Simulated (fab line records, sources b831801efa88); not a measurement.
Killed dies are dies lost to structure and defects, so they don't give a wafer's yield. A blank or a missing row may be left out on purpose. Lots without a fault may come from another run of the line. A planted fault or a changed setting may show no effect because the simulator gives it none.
A struck lot beside a sound one | flow gf180mcu | 18 steps out of a route of 602
Sound: wafers L911.1, L911.3, L911.4. Struck: wafers L922.2, L922.5, L922.6. The cause comes at the end.
At each step with rows: each side's tool, then ch and its chambers, then its first start. Under that, the readings that differ: sound wafers | struck wafers | difference of the means | sigmas: that difference in standard deviations of wafers without a fault.
alike: readings whose means differ by less than 2 such deviations, and words and numbers that are the same on both sides. not compared: withheld readings, readings that some wafer has no value for, bounds like >300 that may hide the same value, and numbers for which the record gives no deviation and whose values overlap.
The two part at a step that has a row with sigmas, a row that says differs or no value, or rows on one side only. Numbers that don't overlap but have no deviation are shown without sigmas and don't part them. A reading that every wafer of one side lacks parts them only if that side has two wafers or more.

first, 3 steps without rows for these wafers: GF_V3_EXPOSE_11 (exposes mask Via3, target cd 260 nm); GF_V3_PEB_12 (peb time 90 s); GF_V3_DEVELOP_13 (develop time 60 s).
GF_V3_CD_MEAS_14: target cd 260 nm.
  sound on cd_sem-01, day 24 15:59; struck on cd_sem-02, day 28 09:44
  alike: cd_nm
GF_V3_OVL_MEAS_15:
  sound on overlay-01, day 24 16:07; struck on overlay-01, day 28 09:50
  alike: V3_OVL
GF_V3_ETCH_16: etches BARC in N2/H2.
  sound on rie_diel-02 ch 0,1,3, day 24 16:09; struck on rie_diel-01 ch 0,3, day 28 09:52
  alike: drypump_motor_current_A, oes_product_au, throttle_valve_pct
GF_V3_ETCH_17: etches SiO2 in C4F8/O2/Ar, stops on TiN, target depth 635 nm.
  sound on rie_diel-02 ch 0,1,3; struck on rie_diel-01 ch 0,3
  alike: oes_product_au
then, 3 steps without rows for these wafers: GF_V3_STRIP_18 (strips in O2/N2); GF_V3_STRIP_19 (strips in post etch residue remover, time 1200 s); GF_V3_CLEAN_20 (cleans in DIW).
GF_V3_SPUTTER_21: material Ti, target thk 15 nm, time 80.02 s.
  sound on pvd_sputter-03, day 24 16:49; struck on pvd_sputter-03, day 28 10:32
  alike: throttle_valve_pct
GF_V3_SPUTTER_22: material TiN, target thk 10 nm, time 40 s.
  sound on pvd_sputter-03, day 24 16:53; struck on pvd_sputter-03, day 28 10:35
  alike: throttle_valve_pct
GF_V3_CVD_23: deposits W, target thk 350 nm, time 104.9 s.
  sound on cvd_w-02 ch 0,1, day 24 16:55; struck on cvd_w-01 ch 0,1, day 28 10:38
  reading                          | sound                | struck               | difference | sigmas
  heater_power_outer_w (W)         | 500 511 417          | 924 884 748          | +376       | +4
  heater_power_w (W)               | 711 709 675          | 1363 1319 1114       | +567       | +4
  susceptor_temp_C (C)             | 400.21 399.86 399.98 | 443.32 443.72 443.11 | +43.37     | +99 or more
  model.W_of_V3_CVD_23.thk_nm (nm) | 350.8 356 350.6      | 581.2 582.5 586.6    | +231.0     |
GF_V3_RS_MEAS_24: measures by four-point-probe.
  sound on film_metro-04, day 24 17:02; struck on film_metro-03, day 28 10:46
  reading          | sound             | struck            | difference | sigmas
  V3_W_RS (ohm/sq) | 0.327 0.322 0.327 | 0.196 0.195 0.194 | -0.130     | -42
GF_V3_THK_MEAS_25: measures by xrf.
  sound on film_metro-04, day 24 17:09; struck on film_metro-03, day 28 10:52
  reading       | sound       | struck | difference                    | sigmas
  V3_W_THK (nm) | 349 355 351 | - - -  | no value on the struck wafers |
GF_V3_CMP_26: polishes, stops on SiO2, t overpolish 15 s, target thk 0 nm.
  sound on cmp-02 ch 0,1,3, day 24 17:13; struck on cmp-02 ch 1,2, day 28 10:58
  reading                | sound          | struck            | difference | sigmas
  time_to_endpoint_s (s) | 83.3 82.8 84.4 | 136.4 138.1 143.0 | +55.7      | +20
  alike: edge_zone_pressure_frac, motor_current_A, retaining_ring_pressure_frac
GF_M4_SPUTTER_00: material Ti, target thk 37.5 nm, time 150 s.
  sound on pvd_sputter-01, day 24 17:31; struck on pvd_sputter-02, day 28 11:13
  alike: throttle_valve_pct
then, 1 step without rows for these wafers: GF_PASSIVATION_PROBE_99.

WHERE THEY PART
First at GF_V3_CVD_23; last, within this record, at GF_V3_CMP_26. Later steps at which nothing parts them and some readings are alike: GF_M4_SPUTTER_00.

WHY: what the simulator had put in
Process parameter drift: cvd_w-01, from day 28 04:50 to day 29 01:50, at GF_V3_CVD_23. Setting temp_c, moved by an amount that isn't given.
